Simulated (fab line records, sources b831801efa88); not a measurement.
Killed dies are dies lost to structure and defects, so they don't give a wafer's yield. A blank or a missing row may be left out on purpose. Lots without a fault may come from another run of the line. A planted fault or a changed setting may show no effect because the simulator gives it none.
fab line records | flow sky130 | part 1 of 2: steps 1 to 24 of 34
record lots=5 wafers=15 last_day=50
route steps=708 shown METAL2@498 VIA2@507
lots that met no fault: from a run of the same line without faults
start_h: hours from the record's first day to the start of the lot's first wafer shown | wait_h: hours since the lot's step before | " the same as in the row above | L1.1+2: a row that stands for several wafers | - no value, or no start given | * or withheld: withheld | < > ~ a bound
route shown NAME@n: a module of which the file shows steps, and the number in the route of the first | usual: mean/standard deviation of fault-free wafers | same: alike in all rows | chamber/n: place in a boat | sites: the reading at each site | _std_site: their standard deviation | _edge_site: outer sites' mean less inner sites' | radius_mm: how far each site lies from the wafer's centre | mask NAME#n: copy n | behind: the tool/chamber that last shaped the wafer | hold: why the lot was held/for how many hours/how that ended | device: the transistor (n, p or np) that didn't switch | end of line: the same wafers' tests at the end of the route | a step without rows: its recipe alone | killed: dies lost to structure and defects at the first sort, not the wafer's yield | map: a wafer's dies, x killed, . not, _ none there
set.NAME: the setting as run; set.NAME@STEP: as run at that earlier step | model.NAME: the simulator's own value behind a step, which no gauge read
lots at some steps of the route; a table a step, a row a wafer
services: from which hour (start_h, from the record's first day; less than 0 if before it) a tool's chamber was out of use, for how many hours, and why
## steps
# step SKY_METAL2_CD_MEAS_15
# recipe target_cd_nm=140
# usual cd_nm=139.9/1.6
# columns lot.wafer tool chamber start_h wait_h cd_nm
L086.3 cd_sem-01 - 912.47 - 139.8
L086.4 " - " " 139.7
L086.5 " - " " 138.6
L088.2 cd_sem-01 - 952.90 - 142.7
L088.3 " - " " 141.1
L088.4 " - " " 141.2
L090.1 cd_sem-01 - 956.04 - 139.3
L090.2 " - " " 138.7
L090.3 " - " " 139.1
L096.2 cd_sem-02 - 995.85 - 139.2
L096.3 " - " " 140.2
L096.6 " - " " 140.4
L095.2 cd_sem-02 - 996.81 - 137.9
L095.3 " - " " 137.2
L095.4 " - " " 137.5
# step SKY_METAL2_OVL_MEAS_16
# usual METAL2_OVL=4/5.2
# columns lot.wafer tool chamber start_h wait_h METAL2_OVL[nm]
L086.3 overlay-01 - 912.56 0.1 6
L086.4 " - " " 11
L086.5 " - " " 3
L088.2 overlay-02 - 953.01 0.1 0
L088.3 " - " " 7
L088.4 " - " " 1
L090.1 overlay-02 - 956.16 0.1 1
L090.2 " - " " 6
L090.3 " - " " 3
L096.2 overlay-01 - 995.96 0.1 4
L096.3 " - " " -4
L096.6 " - " " 6
L095.2 overlay-02 - 996.92 0.1 9
L095.3 " - " " 11
L095.4 " - " " 0
# step SKY_METAL2_DESCUM_17
# recipe chemistry=O2 source_power_w=150 bias_power_w=0 pressure_mtorr=10 temp_c=40 time_s=8
# usual drypump_motor_current_A=5.8/0.43 oes_product_au=0.997/0.009 rf_fwd_power_W=147.0/0.7
# columns lot.wafer tool chamber start_h wait_h drypump_motor_current_A oes_product_au rf_fwd_power_W rf_hours_counter_h
L086.3 rie_metal-01 1 912.59 0.0 5.8 0.989 146.1 -
L086.4 " 0 " " 5.9 1.009 147.2 -
L086.5 " 0 " " 5.9 0.997 147.1 -
L088.2 rie_metal-04 0 953.04 0.0 6.3 1.005 148.1 1
L088.3 " 1 " " 5.4 0.986 145.9 -
L088.4 " 0 " " 6.3 1.004 147.4 -
L090.1 rie_metal-04 0 956.20 0.0 6.4 0.993 147.5 1
L090.2 " 1 " " 5.4 0.989 146.1 5
L090.3 " 1 " " 5.4 0.983 145.7 -
L096.2 rie_metal-01 1 995.99 0.0 5.8 0.996 147.0 18
L096.3 " 0 " " 5.9 1.019 146.9 -
L096.6 " 0 " " 5.9 0.993 146.0 -
L095.2 rie_metal-04 0 996.95 0.0 6.3 0.997 147.7 3
L095.3 " 1 " " 5.4 0.983 145.9 -
L095.4 " 0 " " 6.3 1.004 147.8 -
# step SKY_METAL2_ETCH_18
# recipe chemistry=N2/H2 target=BARC ion_energy_ev=200 bias_w=100 pressure_mtorr=30 n2_flow_sccm=100 h2_flow_sccm=200 icp_w=500 stop_on=SiO2 time_s=45.9 target_depth_a=600
# usual drypump_motor_current_A=5.8/0.43 oes_product_au=0.855/0.0047 rf_fwd_power_W=494.8/2.3 throttle_valve_pct=13.225/0.0092
# columns lot.wafer tool chamber start_h wait_h drypump_motor_current_A oes_product_au rf_fwd_power_W rf_hours_counter_h throttle_valve_pct
L086.3 rie_metal-01 1 912.64 0.0 5.8 0.854 490.3 - 13.210
L086.4 " 0 " " 5.9 0.861 495.3 - 13.232
L086.5 " 0 " " 6.0 0.859 494.5 - 13.221
L088.2 rie_metal-04 0 953.07 0.0 6.3 0.859 495.8 1 13.197
L088.3 " 1 " " 5.4 0.856 492.7 - 13.219
L088.4 " 0 " " 6.3 0.857 496.0 - 13.230
L090.1 rie_metal-04 0 956.23 0.0 6.3 0.849 496.5 1 13.236
L090.2 " 1 " " 5.4 0.867 494.4 5 13.232
L090.3 " 1 " " 5.4 0.860 493.1 - 13.213
L096.2 rie_metal-01 1 996.02 0.0 5.8 0.850 492.9 18 13.219
L096.3 " 0 " " 6.0 0.855 496.5 - 13.205
L096.6 " 0 " " 5.9 0.854 494.5 - 13.221
L095.2 rie_metal-04 0 996.98 0.0 6.3 0.862 498.9 3 13.227
L095.3 " 1 " " 5.4 0.864 493.4 - 13.225
L095.4 " 0 " " 6.3 0.861 498.0 - 13.215
# step SKY_METAL2_METAL_ETCH_19
# recipe target_depth_a=3600 stop_on=SiO2 over_etch_frac=0.3 time_s=78 chemistry=Cl2/BCl3 resist_sidewall_deg=88 pressure_mtorr=10 icp_w=900 bias_w=48.5 Cl2_flow_sccm=60 bcl3_flow_sccm=30
# usual drypump_motor_current_A=5.8/0.43 oes_product_au=0.854/0.0053 rf_fwd_power_W=894/3.3 throttle_valve_pct=22.264/0.0085
# columns lot.wafer tool chamber start_h wait_h drypump_motor_current_A oes_product_au rf_fwd_power_W rf_hours_counter_h throttle_valve_pct
L086.3 rie_metal-01 1 912.71 0.1 5.8 0.857 890 - 22.272
L086.4 " 0 " " 6.0 0.852 892 - 22.266
L086.5 " 0 " " 5.9 0.854 895 - 22.266
L088.2 rie_metal-04 0 953.13 0.0 6.3 0.859 896 1 22.256
L088.3 " 1 " " 5.4 0.851 895 - 22.257
L088.4 " 0 " " 6.3 0.853 894 - 22.272
L090.1 rie_metal-04 0 956.29 0.0 6.3 0.850 894 1 22.257
L090.2 " 1 " " 5.4 0.852 894 5 22.267
L090.3 " 1 " " 5.4 0.849 894 - 22.251
L096.2 rie_metal-01 1 996.08 0.0 5.8 0.859 890 18 22.275
L096.3 " 0 " " 5.9 0.849 892 - 22.291
L096.6 " 0 " " 6.0 0.852 893 - 22.261
L095.2 rie_metal-04 0 997.04 0.0 6.3 0.854 895 3 22.272
L095.3 " 1 " " 5.4 0.854 892 - 22.267
L095.4 " 0 " " 6.3 0.848 899 - 22.267
# step SKY_METAL2_STRIP_20
# recipe chemistry=O2/N2 power_w=1400 pressure_mtorr=1500 platen_temp_c=withheld o2_flow_sccm=3000 n2_flow_sccm=300 overash_fraction=0.5
# usual drypump_motor_current_A=6.0/0.36 oes_product_au=0.343/0.0049 strip_time_to_endpoint_s=2.70/0.043
# columns lot.wafer tool chamber start_h wait_h drypump_motor_current_A oes_product_au rf_hours_counter_h strip_time_to_endpoint_s
L086.3 plasma_asher-04 1 912.80 0.1 6.2 0.350 - 2.74
L086.4 " 0 " " 6.3 0.336 - 2.66
L086.5 " 1 " " 6.2 0.339 - 2.68
L088.2 plasma_asher-01 1 953.22 0.1 5.9 0.343 19 2.65
L088.3 " 1 " " 5.9 0.340 - 2.73
L088.4 " 0 " " 5.4 0.332 - 2.65
L090.1 plasma_asher-03 1 956.38 0.1 5.9 0.349 115 2.73
L090.2 " 0 " " 6.5 0.348 115 2.80
L090.3 " 0 " " 6.5 0.351 - 2.76
L096.2 plasma_asher-03 0 996.17 0.1 6.5 0.349 119 2.75
L096.3 " 1 " " 5.9 0.342 - 2.66
L096.6 " 1 " " 6.0 0.344 - 2.65
L095.2 plasma_asher-04 0 997.13 0.1 6.3 0.343 56 2.67
L095.3 " 1 " " 6.1 0.345 - 2.73
L095.4 " 0 " " 6.2 0.348 - 2.68
# step SKY_METAL2_STRIP_21
# recipe chemistry=post_etch_residue_remover time_s=1200 temp_c=72.5
# columns lot.wafer tool chamber start_h wait_h
L086.3+4+5 wet_bench-04 0 912.87 0.0
L088.2+3+4 wet_bench-04 2 953.32 0.1
L090.1+2+3 wet_bench-04 2 956.48 0.1
L096.2+3+6 wet_bench-04 1 996.27 0.1
L095.2+3+4 wet_bench-04 0 997.23 0.1
# step SKY_METAL2_CLEAN_22
# recipe chemistry=IPA time_s=180 temp_c=25
# columns lot.wafer tool chamber start_h wait_h
L086.3+4+5 wet_bench-01 2 913.21 0.0
L088.2+3+4 wet_bench-04 3 953.66 0.0
L090.1+2+3 wet_bench-04 2 956.82 0.0
L096.2+3+6 wet_bench-01 0 996.61 0.0
L095.2+3+4 wet_bench-01 2 997.57 0.0
# step SKY_METAL2_CLEAN_23
# recipe chemistry=O3/DIW dry=n2_spin
# columns lot.wafer tool chamber start_h wait_h
L086.3+4+5 wet_bench-04 2 913.27 0.0
L088.2+3+4 wet_bench-02 0 953.72 0.0
L090.1+2+3 wet_bench-04 3 956.88 0.0
L096.2+3+6 wet_bench-02 0 996.67 0.0
L095.2+3+4 wet_bench-04 3 997.63 0.0
# step SKY_VIA2_HDPCVD_00
# recipe material=SiO2 target_thk_nm=1180 sigma_open_frac=0.3 time_s=196.7 temp_c=400 sih4_flow_sccm=60 pressure_mtorr=6
# usual pressure_mtorr=6.001/0.012
# columns lot.wafer tool chamber start_h wait_h pressure_mtorr
L086.3 hdpcvd-02 0 913.36 0.0 5.995
L086.4 " 1 " " 6.009
L086.5 " 2 " " 5.997
L088.2 hdpcvd-02 2 953.84 0.0 5.995
L088.3 " 1 " " 6.016
L088.4 " 1 " " 5.995
L090.1 hdpcvd-02 0 957.02 0.0 6.003
L090.2 " 2 " " 6.003
L090.3 " 1 " " 6.004
L096.2 hdpcvd-02 0 996.77 0.0 6.018
L096.3 " 1 " " 6.003
L096.6 " 0 " " 6.012
L095.2 hdpcvd-02 0 997.72 0.0 5.991
L095.3 " 2 " " 6.000
L095.4 " 1 " " 6.005
# step SKY_VIA2_THK_MEAS_01
# recipe reads=SiO2_of_VIA2_HDPCVD_00
# usual VIA2_HDPCVD_THK=1181/10
# columns lot.wafer tool chamber start_h wait_h VIA2_HDPCVD_THK[nm]
L086.3 film_metro-02 - 913.51 0.1 1183
L086.4 " - " " 1201
L086.5 " - " " 1179
L088.2 film_metro-02 - 953.98 0.1 1177
L088.3 " - " " 1167
L088.4 " - " " 1175
L090.1 film_metro-03 - 957.14 0.1 1169
L090.2 " - " " 1185
L090.3 " - " " 1167
L096.2 film_metro-01 - 996.91 0.1 1177
L096.3 " - " " 1178
L096.6 " - " " 1184
L095.2 film_metro-03 - 997.86 0.1 1194
L095.3 " - " " 1192
L095.4 " - " " 1186
# step SKY_VIA2_CMP_02
# recipe material=SiO2 down_force_psi=4 platen_rpm=60 pad_velocity_m_s=0.94248
# usual motor_current_A=12.9/1.5
# columns lot.wafer tool chamber start_h wait_h motor_current_A
L086.3 cmp-01 1 913.55 0.0 11.5
L086.4 " 3 " " 15.4
L086.5 " 2 " " 13.6
L088.2 cmp-01 2 954.08 0.1 13.3
L088.4 " 3 " " 14.8
L088.3 " 0 " " 10.9
L090.1 cmp-01 3 957.22 0.1 14.7
L090.3 " 0 " " 10.6
L090.2 " 1 " " 10.9
L096.2 cmp-02 1 997.01 0.1 12.8
L096.3 " 3 " " 13.7
L096.6 " 1 " " 12.6
L095.3 cmp-02 3 997.91 0.0 13.4
L095.4 " 0 " " 10.8
L095.2 " 1 " " 12.4
# step SKY_VIA2_BOW_MEAS_03
# recipe mode=bow
# usual VIA2_BOW=85/7.4
# columns lot.wafer tool chamber start_h wait_h VIA2_BOW[um]
L086.3 film_metro-03 - 913.89 0.3 77
L086.4 " - " " 81
L086.5 " - " " 84
L088.2 film_metro-02 - 954.35 0.2 96
L088.3 " - " " 75
L088.4 " - " " 87
L090.1 film_metro-02 - 957.52 0.2 83
L090.2 " - " " 90
L090.3 " - " " 107
L096.2 film_metro-03 - 997.28 0.2 71
L096.3 " - " " 81
L096.6 " - " " 87
L095.2 film_metro-03 - 998.23 0.2 77
L095.3 " - " " 89
L095.4 " - " " 69
# step SKY_VIA2_DEHYDRATE_04
# recipe temp_c=200 time_s=60
# usual exhaust_pa=45.1/0.94
# columns lot.wafer tool chamber start_h wait_h exhaust_pa
L086.3 litho_track-03 0 926.38 12.5 44.7
L086.4 " 0 " " 44.7
L086.5 " 0 " " 45.7
L088.2 litho_track-03 0 964.71 10.3 44.0
L088.3 " 0 " " 44.7
L088.4 " 0 " " 44.7
L090.1 litho_track-04 0 968.48 10.9 44.7
L090.2 " 0 " " 44.3
L090.3 " 0 " " 44.6
L096.2 litho_track-02 0 1007.68 10.4 46.1
L096.3 " 0 " " 45.0
L096.6 " 0 " " 45.3
L095.2 litho_track-04 0 1008.65 10.4 45.0
L095.3 " 0 " " 44.8
L095.4 " 0 " " 45.3
# step SKY_VIA2_HMDS_05
# recipe prime_time_s=60 prime_temp_c=120
# usual exhaust_pa=44.9/0.98
# columns lot.wafer tool chamber start_h wait_h exhaust_pa
L086.3 litho_track-03 0 926.53 0.1 45.2
L086.4 " 0 " " 45.0
L086.5 " 0 " " 45.1
L088.2 litho_track-03 0 964.86 0.1 44.3
L088.3 " 0 " " 45.8
L088.4 " 0 " " 44.6
L090.1 litho_track-04 0 968.63 0.1 42.9
L090.2 " 0 " " 43.0
L090.3 " 0 " " 44.9
L096.2 litho_track-02 0 1007.83 0.1 45.5
L096.3 " 0 " " 46.2
L096.6 " 0 " " 44.8
L095.2 litho_track-04 0 1008.80 0.1 45.2
L095.3 " 0 " " 44.7
L095.4 " 0 " " 44.8
# step SKY_VIA2_COAT_06
# recipe resist=BARC temp_c=withheld time_s=withheld spin_rpm=3000 resist_thk_nm=60
# usual exhaust_pa=44.8/0.86
# columns lot.wafer tool chamber start_h wait_h exhaust_pa
L086.3 litho_track-03 0 926.68 0.1 44.3
L086.4 " 0 " " 44.4
L086.5 " 0 " " 43.8
L088.2 litho_track-03 0 965.01 0.1 44.2
L088.3 " 0 " " 43.3
L088.4 " 0 " " 44.2
L090.1 litho_track-04 0 968.78 0.1 43.9
L090.2 " 0 " " 44.8
L090.3 " 0 " " 45.0
L096.2 litho_track-02 0 1007.98 0.1 46.9
L096.3 " 0 " " 44.6
L096.6 " 0 " " 45.7
L095.2 litho_track-04 0 1008.95 0.1 44.8
L095.3 " 0 " " 45.6
L095.4 " 0 " " 44.5
# step SKY_VIA2_COAT_07
# recipe resist=KrF-thick spin_rpm=3000 resist_thk_nm=450
# usual exhaust_pa=45.1/0.99
# columns lot.wafer tool chamber start_h wait_h exhaust_pa
L086.3 litho_track-03 0 - - 44.0
L086.4 " 0 " " 45.6
L086.5 " 0 " " 44.9
L088.2 litho_track-03 0 - - 44.5
L088.3 " 0 " " 44.7
L088.4 " 0 " " 45.1
L090.1 litho_track-04 0 - - 43.6
L090.2 " 0 " " 45.1
L090.3 " 0 " " 44.8
L096.2 litho_track-02 0 - - 46.0
L096.3 " 0 " " 45.1
L096.6 " 0 " " 46.4
L095.2 litho_track-04 0 - - 46.7
L095.3 " 0 " " 46.0
L095.4 " 0 " " 45.8
# step SKY_VIA2_SOFTBAKE_08
# recipe temp_c=100 time_s=91.75 resist=KrF-thick
# usual exhaust_pa=44.9/0.97 plate_sensor_t_centre_C=100.88/0.011 plate_sensor_t_edge_C=100.95/0.0092
# columns lot.wafer tool chamber start_h wait_h exhaust_pa plate_sensor_t_centre_C plate_sensor_t_edge_C
L086.3 litho_track-03 0 - - 43.8 100.90 100.94
L086.4 " 0 " " 43.6 100.88 100.95
L086.5 " 0 " " 44.1 100.87 100.95
L088.2 litho_track-03 0 - - 44.3 100.88 100.95
L088.3 " 0 " " 43.5 100.89 100.95
L088.4 " 0 " " 44.9 100.89 100.96
L090.1 litho_track-04 0 - - 46.9 100.90 100.95
L090.2 " 0 " " 46.3 100.87 100.96
L090.3 " 0 " " 45.4 100.87 100.95
L096.2 litho_track-02 0 - - 45.8 100.87 100.96
L096.3 " 0 " " 43.5 100.87 100.96
L096.6 " 0 " " 44.5 100.88 100.96
L095.2 litho_track-04 0 - - 44.8 100.87 100.96
L095.3 " 0 " " 45.2 100.91 100.95
L095.4 " 0 " " 44.5 100.89 100.95
# step SKY_VIA2_EXPOSE_09
# recipe mask_id=VIM2 na=0.8 source_shape=annular sigma_inner=0.55 sigma_outer=0.85 target_cd_nm=200 dose_mj=38
# usual focus_offset_nm=0.0/0.56
# columns lot.wafer tool chamber start_h wait_h mask focus_offset_nm
L086.3 krf_scanner-01 0 - - VIM2#0 -0.4
L086.4 " 0 " " VIM2#0 -0.5
L086.5 " 0 " " VIM2#0 -0.9
L088.2 krf_scanner-02 0 - - VIM2#0 0.4
L088.3 " 0 " " VIM2#0 0.2
L088.4 " 0 " " VIM2#0 0.1
L090.1 krf_scanner-01 0 - - VIM2#0 -0.1
L090.2 " 0 " " VIM2#0 -0.6
L090.3 " 0 " " VIM2#0 -0.5
L096.2 krf_scanner-01 0 - - VIM2#0 -0.4
L096.3 " 0 " " VIM2#0 -0.5
L096.6 " 0 " " VIM2#0 0.0
L095.2 krf_scanner-01 0 - - VIM2#0 0.4
L095.3 " 0 " " VIM2#0 -0.3
L095.4 " 0 " " VIM2#0 -0.5
# step SKY_VIA2_PEB_10
# recipe peb_temp_c=withheld peb_time_s=withheld resist=KrF-thick
# usual exhaust_pa=44.9/0.84
# columns lot.wafer tool chamber start_h wait_h exhaust_pa
L086.3 litho_track-02 0 - - 44.1
L086.4 " 0 " " 44.1
L086.5 " 0 " " 44.1
L088.2 litho_track-04 0 - - 45.2
L088.3 " 0 " " 45.3
L088.4 " 0 " " 44.8
L090.1 litho_track-04 0 - - 44.0
L090.2 " 0 " " 43.2
L090.3 " 0 " " 43.8
L096.2 litho_track-04 0 - - 43.7
L096.3 " 0 " " 44.7
L096.6 " 0 " " 45.1
L095.2 litho_track-04 0 - - 45.0
L095.3 " 0 " " 44.5
L095.4 " 0 " " 45.0
# step SKY_VIA2_DEVELOP_11
# recipe develop_time_s=60 resist=KrF-thick dev_temp_c=21
# usual exhaust_pa=45.1/0.97
# columns lot.wafer tool chamber start_h wait_h exhaust_pa
L086.3 litho_track-02 0 - - 43.7
L086.4 " 0 " " 43.7
L086.5 " 0 " " 44.6
L088.2 litho_track-04 0 - - 44.0
L088.3 " 0 " " 44.6
L088.4 " 0 " " 45.9
L090.1 litho_track-04 0 - - 45.3
L090.2 " 0 " " 46.0
L090.3 " 0 " " 45.7
L096.2 litho_track-04 0 - - 44.2
L096.3 " 0 " " 44.3
L096.6 " 0 " " 45.7
L095.2 litho_track-04 0 - - 46.3
L095.3 " 0 " " 45.4
L095.4 " 0 " " 44.7
# step SKY_VIA2_CD_MEAS_12
# recipe target_cd_nm=200
# usual cd_nm=199.7/1.7
# columns lot.wafer tool chamber start_h wait_h cd_nm
L086.3 cd_sem-02 - 937.99 - 197.4
L086.4 " - " " 196.9
L086.5 " - " " 198.5
L088.2 cd_sem-01 - 978.35 - 200.4
L088.3 " - " " 201.0
L088.4 " - " " 201.0
L090.1 cd_sem-01 - 980.88 - 197.9
L090.2 " - " " 197.1
L090.3 " - " " 196.7
L096.2 cd_sem-02 - 1020.45 - 199.1
L096.3 " - " " 200.3
L096.6 " - " " 200.0
L095.2 cd_sem-02 - 1021.45 - 200.1
L095.3 " - " " 199.9
L095.4 " - " " 201.6
# step SKY_VIA2_OVL_MEAS_13
# usual VIA2_OVL=3/4.9
# columns lot.wafer tool chamber start_h wait_h VIA2_OVL[nm]
L086.3 overlay-01 - 938.09 0.1 2
L086.4 " - " " 3
L086.5 " - " " -4
L088.2 overlay-01 - 978.45 0.1 2
L088.3 " - " " 2
L088.4 " - " " -6
L090.1 overlay-02 - 981.00 0.1 3
L090.2 " - " " 0
L090.3 " - " " 4
L096.2 overlay-02 - 1020.55 0.1 3
L096.3 " - " " 10
L096.6 " - " " 9
L095.2 overlay-01 - 1021.55 0.1 10
L095.3 " - " " -4
L095.4 " - " " -8
# step SKY_VIA2_ETCH_14
# recipe chemistry=N2/H2 target=BARC ion_energy_ev=200 source_w=500 bias_w=100 pressure_mtorr=30 n2_flow_sccm=100 h2_flow_sccm=200 stop_on=SiO2 time_s=45.9 target_depth_a=600
# usual drypump_motor_current_A=5.7/0.49 oes_product_au=0.855/0.005 rf_fwd_power_W=494.8/2 throttle_valve_pct=13.224/0.0085
# columns lot.wafer tool chamber start_h wait_h drypump_motor_current_A oes_product_au rf_fwd_power_W rf_hours_counter_h throttle_valve_pct
L086.3 rie_diel-02 1 938.11 0.0 4.9 0.862 497.2 2 13.223
L086.4 " 3 " " 5.3 0.863 496.4 - 13.219
L086.5 " 2 " " 5.2 0.860 494.8 - 13.207
L088.2 rie_diel-02 2 978.48 0.0 5.2 0.855 494.5 12 13.228
L088.3 " 1 " " 5.0 0.856 493.9 3 13.219
L088.4 " 3 " " 5.3 0.848 496.2 11 13.233
L090.1 rie_diel-01 3 981.03 0.0 6.2 0.859 490.4 16 13.227
L090.2 " 0 " " 5.7 0.859 494.1 24 13.225
L090.3 " 2 " " 6.2 0.854 495.7 14 13.233
L096.2 rie_diel-01 2 1020.58 0.0 6.2 0.846 493.6 15 13.214
L096.3 " 3 " " 6.2 0.854 493.7 17 13.225
L096.6 " 1 " " 6.3 0.853 491.7 - 13.222
L095.2 rie_diel-04 0 1021.58 0.0 5.9 0.855 496.5 9 13.222
L095.3 " 3 " " 6.0 0.854 495.6 15 13.217
L095.4 " 2 " " 6.8 0.854 495.3 15 13.214
